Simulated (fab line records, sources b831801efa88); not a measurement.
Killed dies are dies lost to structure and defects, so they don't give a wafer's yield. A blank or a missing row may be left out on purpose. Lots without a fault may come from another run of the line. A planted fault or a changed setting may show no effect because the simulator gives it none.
One fault seen from 2 desks | flow sky130 | each desk has only its own numbers; what lay behind them comes last

THE TOOL OWNER'S DESK: pvd_sputter-04
The tool's own readings at SKY_LI_CONTACT_SPUTTER_20 (material TiN, target thk 20 nm, time 80 s): means of the sampled wafers that have a number, for each lot that ran on this tool. A lot is out of limits, marked OUT, if its mean lies more than 4 standard deviations from the usual mean; the brackets give that distance.
Columns: A = cathode_dc_power_W at SKY_LI_CONTACT_SPUTTER_20, usual 4000.0 W; B = throttle_valve_pct at SKY_LI_CONTACT_SPUTTER_20, usual 29.9 %
lot  | first seen here | A      | B
L820 | day 30 10:40    | 4000.7 | 29.6
L821 | day 30 13:37    | 3999.8 | 29.5
L826 | day 32 14:13    | 4000.0 | 30.1
L827 | day 33 01:23    | 4000.2 | 29.7
L829 | day 33 15:37    | 4000.3 | 29.9
L832 | day 34 17:13    | 3999.6 | 29.3
L837 | day 36 12:34    | 4000.4 | 29.2
This desk's finding: nothing out of limits on any of the 7 lots.

THE METROLOGY DESK
What the gauges read, lot by lot, whatever tool the lot ran on: means of the sampled wafers that have a number. A lot is out of limits, marked OUT, if its mean lies more than 4 standard deviations from the usual mean; the brackets give that distance.
Columns: A = METAL5_ALCU_THK at SKY_METAL5_THK_MEAS_06, usual 1166 nm
lot  | first seen here | A
L818 | day 43 10:03    | 1171
L820 | day 44 03:32    | 1187
L821 | day 44 07:59    | 1172
L822 | day 44 12:01    | 1187
L824 | day 45 13:31    | 1150
L826 | day 45 19:46    | 1165
L827 | day 46 17:24    | 1168
L828 | day 46 17:42    | 1157
L829 | day 46 17:52    | 1156
L830 | day 46 18:36    | 1179
L832 | day 47 11:55    | 1148
L837 | day 49 04:55    | 1145
L840 | day 49 09:54    | 1166
This desk's finding: nothing out of limits on any of the 13 lots.

PUT TOGETHER
The tool owner's desk saw nothing out of limits.
The metrology desk saw nothing out of limits.

WHAT THE SIMULATOR HAD PUT IN
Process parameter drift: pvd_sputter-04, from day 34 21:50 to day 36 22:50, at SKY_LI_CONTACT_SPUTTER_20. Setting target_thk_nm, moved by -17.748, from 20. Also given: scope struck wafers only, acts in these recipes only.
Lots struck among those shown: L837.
